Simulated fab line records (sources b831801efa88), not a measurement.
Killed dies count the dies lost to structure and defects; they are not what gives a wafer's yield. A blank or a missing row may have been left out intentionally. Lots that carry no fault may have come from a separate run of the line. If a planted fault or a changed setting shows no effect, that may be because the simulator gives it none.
fab line records | flow sky130
record: lots: 13 | wafers: 39 | last_day: 51
route steps=708 shown VT_ADJUST_NCORE@129 VIA4@640 PAD_OPEN@702
lots with no fault: from the same line, run without faults
start_h: hours from the record's opening day to when the first of the lot's shown wafers began | wait_h: hours from the lot's prior step to this one | " identical to the entry in the row above | L1.1+2: a single row standing in for several wafers | - value missing, or start not given | * or withheld: withheld | < > ~ a bound
route shown NAME@n: NAME is a module with steps in the file, n the number in the route of the first one | usual: the fault-free wafers' mean and standard deviation | same: alike in all rows | chamber/n: place in a boat | sites: readings site by site | _std_site: standard deviation of those values | _edge_site: outer sites' mean less inner sites' | radius_mm: how far each site lies from the wafer's centre | mask NAME#n: copy n | behind: the last tool/chamber to shape the wafer | hold: cause of the lot's hold/its duration in hours/its outcome | device: the n, p or np transistor that did not switch | end of line: the same wafers' tests at the end of the route | for a step that has no rows: nothing shown but its recipe | killed: at the first sort, the dies lost to defects and structure; wafer yield is something else | map: a wafer's dies, marking killed ones x, the rest . and places with no die _
set.NAME: setting as actually run; set.NAME@STEP: the setting as run at that earlier step | model.NAME: the simulator's own value behind a step, which no gauge read
a sample of lots followed through the steps of the route, with each step as a table and each wafer as a row
services: the hour from which a tool's chamber was out of use, counted from the record's first day as start_h (under 0 if before that day), plus the number of hours and why
== steps ==
step: SKY_VT_ADJUST_NCORE_STRIP_10
recipe: chemistry: O2/N2 | power_w: 1400 | pressure_mtorr: 1500 | platen_temp_c: withheld | o2_flow_sccm: 3000 | n2_flow_sccm: 300 | overash_fraction: 0.5
usual: drypump_motor_current_A: 5.9/0.4 | oes_product_au: 0.715/0.0048 | strip_time_to_endpoint_s: 14.19/0.036
lot.wafer | tool            | chamber | start_h | wait_h | drypump_motor_current_A | oes_product_au | rf_hours_counter_h | strip_time_to_endpoint_s
L396.1    | plasma_asher-01 | 1       | 175.37  | 0.1    | 5.6                     | 0.718          | 50                 | 14.19
L396.3    | "               | 1       | "       | "      | 5.7                     | 0.711          | -                  | 14.14
L396.4    | "               | 0       | "       | "      | 6.7                     | 0.718          | -                  | 14.16
L397.1    | plasma_asher-01 | 1       | 185.32  | 0.1    | 5.7                     | 0.719          | 51                 | 14.18
L397.2    | "               | 0       | "       | "      | 6.7                     | 0.714          | 51                 | 14.20
L397.5    | "               | 0       | "       | "      | 6.7                     | 0.716          | -                  | 14.20
L398.3    | plasma_asher-01 | 0       | 187.54  | 0.2    | 6.7                     | 0.715          | -                  | 14.23
L398.4    | "               | 1       | "       | "      | 5.6                     | 0.717          | -                  | 14.19
L398.6    | "               | 1       | "       | "      | 5.6                     | 0.705          | -                  | 14.21
L404.2    | plasma_asher-02 | 1       | 230.20  | 0.1    | 6.0                     | 0.720          | 11                 | 14.19
L404.5    | "               | 1       | "       | "      | 6.0                     | 0.716          | -                  | 14.20
L404.6    | "               | 0       | "       | "      | 5.8                     | 0.722          | -                  | 14.15
L406.2    | plasma_asher-01 | 1       | 246.00  | 0.1    | 5.7                     | 0.716          | 57                 | 14.18
L406.4    | "               | 1       | "       | "      | 5.7                     | 0.720          | -                  | 14.20
L406.6    | "               | 0       | "       | "      | 6.7                     | 0.718          | -                  | 14.19
L407.2    | plasma_asher-01 | 1       | 254.07  | 0.1    | 5.7                     | 0.718          | 57                 | 14.13
L407.3    | "               | 0       | "       | "      | 6.7                     | 0.712          | -                  | 14.14
L407.5    | "               | 1       | "       | "      | 5.7                     | 0.717          | -                  | 14.12
L409.3    | plasma_asher-02 | 1       | 266.94  | 0.1    | 5.9                     | 0.708          | -                  | 14.15
L409.5    | "               | 1       | "       | "      | 5.9                     | 0.712          | -                  | 14.20
L409.6    | "               | 0       | "       | "      | 5.8                     | 0.717          | -                  | 14.14
L410.2    | plasma_asher-02 | 1       | 274.02  | 0.1    | 5.9                     | 0.721          | 15                 | 14.18
L410.4    | "               | 0       | "       | "      | 5.8                     | 0.716          | -                  | 14.15
L410.5    | "               | 0       | "       | "      | 5.8                     | 0.724          | -                  | 14.15
L413.2    | plasma_asher-01 | 1       | 309.32  | 0.1    | 5.7                     | 0.708          | 62                 | 14.17
L413.3    | "               | 0       | "       | "      | 6.7                     | 0.714          | -                  | 14.21
L413.4    | "               | 1       | "       | "      | 5.7                     | 0.704          | -                  | 14.18
L415.3    | plasma_asher-03 | 0       | 325.94  | 0.1    | 6.0                     | 0.717          | -                  | 14.18
L415.4    | "               | 1       | "       | "      | 5.3                     | 0.720          | -                  | 14.17
L415.5    | "               | 1       | "       | "      | 5.3                     | 0.723          | -                  | 14.12
L417.2    | plasma_asher-02 | 0       | 338.62  | 0.1    | 5.8                     | 0.720          | 22                 | 14.21
L417.5    | "               | 0       | "       | "      | 5.8                     | 0.714          | -                  | 14.24
L417.6    | "               | 1       | "       | "      | 6.0                     | 0.721          | -                  | 14.25
L416.1    | plasma_asher-03 | 1       | 338.91  | 0.1    | 5.3                     | 0.720          | 62                 | 14.23
L416.2    | "               | 0       | "       | "      | 6.1                     | 0.718          | 62                 | 14.22
L416.4    | "               | 1       | "       | "      | 5.3                     | 0.721          | -                  | 14.21
L419.1    | plasma_asher-02 | 0       | 386.65  | 0.1    | 5.8                     | 0.708          | 26                 | 14.19
L419.2    | "               | 1       | "       | "      | 6.0                     | 0.712          | 26                 | 14.14
L419.4    | "               | 0       | "       | "      | 5.8                     | 0.722          | -                  | 14.11
step: SKY_VIA4_THK_MEAS_01
recipe: reads: SiO2_of_VIA4_HDPCVD_00
usual: VIA4_HDPCVD_THK: 1751/21
lot.wafer | tool          | chamber | start_h | wait_h | VIA4_HDPCVD_THK[nm]
L396.1    | film_metro-03 | -       | 967.60  | 0.1    | 1744
L396.3    | "             | -       | "       | "      | 1763
L396.4    | "             | -       | "       | "      | 1773
L398.3    | film_metro-02 | -       | 977.23  | 0.1    | 1739
L398.4    | "             | -       | "       | "      | 1715
L398.6    | "             | -       | "       | "      | 1731
L397.1    | film_metro-02 | -       | 979.69  | 0.1    | 1750
L397.2    | "             | -       | "       | "      | 1773
L397.5    | "             | -       | "       | "      | 1747
L404.2    | film_metro-01 | -       | 1027.15 | 0.1    | 1740
L404.5    | "             | -       | "       | "      | 1749
L404.6    | "             | -       | "       | "      | 1734
L406.2    | film_metro-03 | -       | 1042.91 | 0.1    | 1737
L406.4    | "             | -       | "       | "      | 1736
L406.6    | "             | -       | "       | "      | 1734
L407.2    | film_metro-03 | -       | 1048.70 | 0.1    | 1734
L407.3    | "             | -       | "       | "      | 1747
L407.5    | "             | -       | "       | "      | 1775
L409.3    | film_metro-01 | -       | 1061.35 | 0.1    | 1734
L409.5    | "             | -       | "       | "      | 1724
L409.6    | "             | -       | "       | "      | 1739
L410.2    | film_metro-03 | -       | 1066.29 | 0.1    | 1751
L410.4    | "             | -       | "       | "      | 1736
L410.5    | "             | -       | "       | "      | 1742
L413.2    | film_metro-01 | -       | 1100.51 | 0.1    | 1728
L413.3    | "             | -       | "       | "      | 1719
L413.4    | "             | -       | "       | "      | 1729
L415.3    | film_metro-01 | -       | 1109.30 | 0.1    | 1742
L415.4    | "             | -       | "       | "      | 1768
L415.5    | "             | -       | "       | "      | 1755
L417.2    | film_metro-03 | -       | 1120.80 | 0.1    | 1719
L417.5    | "             | -       | "       | "      | 1721
L417.6    | "             | -       | "       | "      | 1756
L416.1    | film_metro-02 | -       | 1121.82 | 0.1    | 1751
L416.2    | "             | -       | "       | "      | 1770
L416.4    | "             | -       | "       | "      | 1770
L419.1    | film_metro-03 | -       | 1150.61 | 0.1    | 1759
L419.2    | "             | -       | "       | "      | 1783
L419.4    | "             | -       | "       | "      | 1761
step: SKY_VIA4_BOW_MEAS_03
recipe: mode: bow
usual: VIA4_BOW: 78/9.1
lot.wafer | tool          | chamber | start_h | wait_h | VIA4_BOW[um]
L396.1    | film_metro-03 | -       | 967.96  | 0.2    | 92
L396.3    | "             | -       | "       | "      | 91
L396.4    | "             | -       | "       | "      | 86
L398.3    | film_metro-03 | -       | 977.61  | 0.3    | 89
L398.4    | "             | -       | "       | "      | 79
L398.6    | "             | -       | "       | "      | 89
L397.1    | film_metro-02 | -       | 980.05  | 0.1    | 76
L397.2    | "             | -       | "       | "      | 75
L397.5    | "             | -       | "       | "      | 78
L404.2    | film_metro-02 | -       | 1027.52 | 0.1    | 67
L404.5    | "             | -       | "       | "      | 82
L404.6    | "             | -       | "       | "      | 93
L406.2    | film_metro-01 | -       | 1043.28 | 0.2    | 73
L406.4    | "             | -       | "       | "      | 64
L406.6    | "             | -       | "       | "      | 68
L407.2    | film_metro-02 | -       | 1049.07 | 0.1    | 76
L407.3    | "             | -       | "       | "      | 78
L407.5    | "             | -       | "       | "      | 82
L409.3    | film_metro-03 | -       | 1061.73 | 0.3    | 62
L409.5    | "             | -       | "       | "      | 59
L409.6    | "             | -       | "       | "      | 57
L410.2    | film_metro-02 | -       | 1066.66 | 0.1    | 82
L410.4    | "             | -       | "       | "      | 77
L410.5    | "             | -       | "       | "      | 76
L413.2    | film_metro-02 | -       | 1100.88 | 0.2    | 78
L413.3    | "             | -       | "       | "      | 82
L413.4    | "             | -       | "       | "      | 79
L415.3    | film_metro-02 | -       | 1109.68 | 0.2    | 80
L415.4    | "             | -       | "       | "      | 84
L415.5    | "             | -       | "       | "      | 75
L417.2    | film_metro-01 | -       | 1121.17 | 0.2    | 87
L417.5    | "             | -       | "       | "      | 85
L417.6    | "             | -       | "       | "      | 96
L416.1    | film_metro-02 | -       | 1122.18 | 0.1    | 68
L416.2    | "             | -       | "       | "      | 69
L416.4    | "             | -       | "       | "      | 73
L419.1    | film_metro-02 | -       | 1150.97 | 0.2    | 68
L419.2    | "             | -       | "       | "      | 77
L419.4    | "             | -       | "       | "      | 71
step: SKY_PAD_OPEN_STRIP_08
recipe: chemistry: O2/N2 | power_w: 1400 | pressure_mtorr: 1500 | platen_temp_c: withheld | overash_fraction: 0.7 | o2_flow_sccm: 3000 | n2_flow_sccm: 300
usual: drypump_motor_current_A: 5.6/0.33 | oes_product_au: 0.663/0.0049 | strip_time_to_endpoint_s: 37.04/0.11
lot.wafer | tool            | chamber | start_h | wait_h | drypump_motor_current_A | oes_product_au | rf_hours_counter_h | strip_time_to_endpoint_s
L396.1    | plasma_asher-03 | 1       | 1061.75 | 0.1    | 5.3                     | 0.655          | 63                 | 37.06
L396.3    | "               | 0       | "       | "      | 6.0                     | 0.655          | -                  | 37.16
L396.4    | "               | 1       | "       | "      | 5.3                     | 0.665          | -                  | 37.15
L398.3    | plasma_asher-04 | 0       | 1069.86 | 0.1    | 5.3                     | 0.659          | -                  | 37.03
L398.4    | "               | 1       | "       | "      | 5.3                     | 0.657          | -                  | 36.94
L398.6    | "               | 0       | "       | "      | 5.3                     | 0.667          | -                  | 36.95
L397.1    | plasma_asher-03 | 1       | 1071.28 | 0.1    | 5.3                     | 0.669          | 64                 | 37.08
L397.2    | "               | 0       | "       | "      | 6.0                     | 0.674          | 64                 | 37.06
L397.5    | "               | 0       | "       | "      | 6.0                     | 0.660          | -                  | 37.11
L404.2    | plasma_asher-02 | 1       | 1113.68 | 0.1    | 5.9                     | 0.659          | 98                 | 37.14
L404.5    | "               | 0       | "       | "      | 5.8                     | 0.659          | -                  | 37.12
L404.6    | "               | 1       | "       | "      | 5.9                     | 0.666          | -                  | 37.29
L406.2    | plasma_asher-03 | 1       | 1126.98 | 0.1    | 5.3                     | 0.660          | 69                 | 37.14
L406.4    | "               | 1       | "       | "      | 5.3                     | 0.660          | -                  | 37.04
L406.6    | "               | 1       | "       | "      | 5.3                     | 0.661          | -                  | 37.11
L407.2    | plasma_asher-03 | 0       | 1132.95 | 0.1    | 6.0                     | 0.657          | 70                 | 37.02
L407.3    | "               | 0       | "       | "      | 6.0                     | 0.655          | -                  | 36.96
L407.5    | "               | 0       | "       | "      | 6.0                     | 0.658          | -                  | 37.00
L409.3    | plasma_asher-03 | 0       | 1143.58 | 0.1    | 6.0                     | 0.674          | -                  | 37.18
L409.5    | "               | 0       | "       | "      | 6.0                     | 0.664          | -                  | 37.05
L409.6    | "               | 1       | "       | "      | 5.3                     | 0.663          | -                  | 37.18
L410.2    | plasma_asher-04 | 1       | 1147.13 | 0.1    | 5.3                     | 0.672          | 6                  | 37.04
L410.4    | "               | 1       | "       | "      | 5.3                     | 0.667          | -                  | 37.05
L410.5    | "               | 1       | "       | "      | 5.3                     | 0.655          | -                  | 37.05
L413.2    | plasma_asher-04 | 0       | 1176.91 | 0.1    | 5.4                     | 0.663          | 9                  | 37.04
L413.3    | "               | 1       | "       | "      | 5.3                     | 0.663          | -                  | 36.85
L413.4    | "               | 0       | "       | "      | 5.4                     | 0.661          | -                  | 36.90
L415.3    | plasma_asher-04 | 0       | 1184.44 | 0.1    | 5.4                     | 0.658          | -                  | 37.04
L415.4    | "               | 1       | "       | "      | 5.3                     | 0.664          | -                  | 37.07
L415.5    | "               | 0       | "       | "      | 5.4                     | 0.672          | -                  | 37.04
L417.2    | plasma_asher-04 | 1       | 1193.88 | 0.1    | 5.3                     | 0.663          | 11                 | 36.97
L417.5    | "               | 1       | "       | "      | 5.3                     | 0.663          | -                  | 36.90
L417.6    | "               | 0       | "       | "      | 5.3                     | 0.661          | -                  | 36.84
L416.1    | plasma_asher-04 | 0       | 1194.53 | 0.1    | 5.3                     | 0.662          | 11                 | 36.89
L416.2    | "               | 1       | "       | "      | 5.3                     | 0.651          | 11                 | 36.85
L416.4    | "               | 1       | "       | "      | 5.3                     | 0.677          | -                  | 36.91
L419.1    | plasma_asher-03 | 0       | 1216.73 | 0.1    | 6.1                     | 0.671          | 78                 | 36.95
L419.2    | "               | 1       | "       | "      | 5.3                     | 0.666          | 78                 | 36.92
L419.4    | "               | 0       | "       | "      | 6.1                     | 0.664          | -                  | 37.01
step: SKY_PAD_OPEN_PROBE_99
usual: killed_at_M0_to_M3: 44/7.2 | killed_at_M4_up: 3.1/1.7 | killed_at_contacts: 24/5.2 | killed_at_front_end: 15/4.1 | killed_at_other: 0.3/0.61 | killed_dies: 87/10 | killed_on_rim: 17/3.8 | killed_open: 48/7.5 | killed_short: 39/6.6
same: gross_dies: 492 | killed_at_back_side: 0
lot.wafer | tool      | chamber | start_h | wait_h | killed_at_M0_to_M3 | killed_at_M4_up | killed_at_contacts | killed_at_front_end | killed_at_other | killed_dies | killed_on_rim | killed_open | killed_short
L406.2    | prober-01 | -       | 1129.28 | 0.1    | 45                 | 5               | 21                 | 76                  | 0               | 147         | 24            | 49          | 39
L406.4    | prober-01 | -       | 1129.38 | 0.2    | 29                 | 0               | 19                 | 81                  | 0               | 129         | 20            | 39          | 23
L406.6    | prober-01 | -       | 1129.48 | 0.2    | 34                 | 3               | 21                 | 20                  | 1               | 79          | 19            | 41          | 37
L407.2    | prober-02 | -       | 1135.25 | 0.1    | 41                 | 8               | 22                 | 72                  | 0               | 143         | 25            | 46          | 36
L407.3    | prober-02 | -       | 1135.30 | 0.2    | 42                 | 4               | 33                 | 14                  | 0               | 93          | 15            | 59          | 34
L407.5    | prober-02 | -       | 1135.40 | 0.2    | 35                 | 0               | 20                 | 85                  | 0               | 140         | 25            | 46          | 33
L410.2    | prober-01 | -       | 1149.44 | 0.1    | 38                 | 3               | 26                 | 15                  | 0               | 82          | 14            | 43          | 37
L410.4    | prober-01 | -       | 1149.54 | 0.2    | 47                 | 0               | 15                 | 20                  | 0               | 82          | 16            | 45          | 37
L410.5    | prober-01 | -       | 1149.59 | 0.2    | 43                 | 4               | 18                 | 15                  | 0               | 80          | 14            | 43          | 37
killed by level:class
L406.2 VT_ADJUST_NCORE:unspecified=59 VIA2:geometric_particle:open=11 LI_CONTACT:geometric_particle:open=9 VIA1:geometric_particle:open=9 FIELD_ISO:geometric_particle:open=6 POLY_GATE:geometric_particle:short=5 VIA3:geometric_particle:short=5 METAL4:geometric_particle:short=4
L406.4 VT_ADJUST_NCORE:unspecified=67 CONTACT:geometric_particle:open=9 LI_CONTACT:geometric_particle:open=8 VIA1:geometric_particle:open=6 VIA3:geometric_particle:short=6 VIA3:geometric_particle:open=5 FIELD_ISO:geometric_particle:open=4 VIA1:geometric_particle:short=4
L406.6 LI_CONTACT:geometric_particle:open=8 CONTACT:geometric_particle:open=8 VIA1:geometric_particle:open=8 FIELD_ISO:geometric_particle:short=7 POLY_GATE:geometric_particle:short=7 VIA3:geometric_particle:open=7 METAL2:geometric_particle:short=4 VIA2:geometric_particle:short=3
L407.2 VT_ADJUST_NCORE:unspecified=60 VIA1:geometric_particle:open=9 LI_CONTACT:geometric_particle:open=7 CONTACT:geometric_particle:open=7 VIA3:geometric_particle:open=6 METAL1:geometric_particle:short=5 VIA1:geometric_particle:short=5 FIELD_ISO:geometric_particle:open=4
L407.3 VIA1:geometric_particle:open=14 CONTACT:geometric_particle:open=13 LI_CONTACT:geometric_particle:open=8 VIA2:geometric_particle:open=7 VIA3:geometric_particle:open=6 FIELD_ISO:geometric_particle:open=4 CONTACT:geometric_particle:short=4 METAL2:geometric_particle:short=4
L407.5 VT_ADJUST_NCORE:unspecified=61 VIA1:geometric_particle:open=13 FIELD_ISO:geometric_particle:open=12 LI_CONTACT:geometric_particle:open=7 FIELD_ISO:geometric_particle:short=6 CONTACT:geometric_particle:open=6 POLY_GATE:geometric_particle:short=5 METAL2:geometric_particle:short=5
L410.2 CONTACT:geometric_particle:open=11 VIA3:geometric_particle:open=10 VIA2:geometric_particle:open=6 CONTACT:geometric_particle:short=5 FIELD_ISO:geometric_particle:open=4 SPACER:geometric_particle:short=4 LOCAL_INTERCONNECT:geometric_particle:short=4 METAL1:geometric_particle:short=4
L410.4 VIA1:geometric_particle:open=14 METAL2:geometric_particle:short=10 POLY_GATE:geometric_particle:open=6 CONTACT:geometric_particle:open=6 METAL1:geometric_particle:short=6 POLY_GATE:geometric_particle:short=5 VIA2:geometric_particle:open=4 FIELD_ISO:geometric_particle:open=3
L410.5 METAL1:geometric_particle:short=9 CONTACT:geometric_particle:open=7 VIA1:geometric_particle:open=7 POLY_GATE:geometric_particle:open=6 VIA2:geometric_particle:open=6 METAL2:geometric_particle:short=5 LI_CONTACT:geometric_particle:open=4 VIA1:geometric_particle:short=4
== services ==
tool            | chamber | start_h | hours | kind
plasma_asher-01 | -       | 194.69  | 4.2   | repair
plasma_asher-04 | -       | 197.53  | 2.8   | pm
plasma_asher-03 | -       | 210.66  | 1.0   | repair
plasma_asher-03 | -       | 236.07  | 2.6   | repair
plasma_asher-01 | -       | 337.57  | 2.8   | pm
plasma_asher-02 | -       | 365.76  | 0.5   | repair
plasma_asher-03 | -       | 421.25  | 9.0   | pm
plasma_asher-04 | -       | 425.99  | 0.6   | repair
plasma_asher-03 | -       | 477.49  | 1.9   | repair
plasma_asher-01 | -       | 506.24  | 2.5   | repair
plasma_asher-04 | -       | 518.61  | 0.8   | repair
plasma_asher-04 | -       | 535.12  | 7.9   | repair
plasma_asher-02 | -       | 563.80  | 0.5   | repair
plasma_asher-02 | -       | 619.10  | 2.8   | pm
plasma_asher-02 | -       | 626.37  | 1.7   | repair
plasma_asher-01 | -       | 632.17  | 2.4   | repair
plasma_asher-03 | -       | 663.50  | 14.6  | pm
plasma_asher-04 | -       | 731.44  | 1.1   | repair
plasma_asher-01 | -       | 733.75  | 9.0   | pm
plasma_asher-02 | -       | 734.81  | 6.5   | pm
plasma_asher-04 | -       | 779.03  | 14.6  | pm
plasma_asher-02 | -       | 784.65  | 7.7   | repair
plasma_asher-03 | -       | 912.49  | 2.8   | pm
plasma_asher-03 | -       | 956.32  | 8.3   | repair
== key ==
first_sign: step: SKY_PAD_OPEN_PROBE_99 | reading: killed_at_front_end | direction: up | sigmas: 16 | usual: 15 | struck: 78
effect: step: SKY_PAD_OPEN_PROBE_99 | reading: killed_dies | direction: up | sigmas: 5.1 | usual: 87 | struck: 140
met_at SKY_VT_ADJUST_NCORE_STRIP_10
struck_lots L406,L407
struck_wafers L406.2,L406.4,L407.2,L407.5
tester_left_out L406,L407
not_acting_at SKY_VIA4_THK_MEAS_01,SKY_VIA4_BOW_MEAS_03,SKY_PAD_OPEN_STRIP_08
onset_between 187.54 246.00
fault: kind: chamber_particle_source | tool: plasma_asher-01 | chamber: 1 | onset_h: 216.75 | steps: SKY_VT_ADJUST_NCORE_STRIP_10 | rate_per_visit_cm2: 1.7904 | end_h: 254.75
tester_left_out: of these lots the tester's yield and bins aren't shown, on N5 and GAA mostly nor the transistor test; their killed dies are dies lost to structure and defects alone, not to doping, threshold or leakage, so they don't give the yield
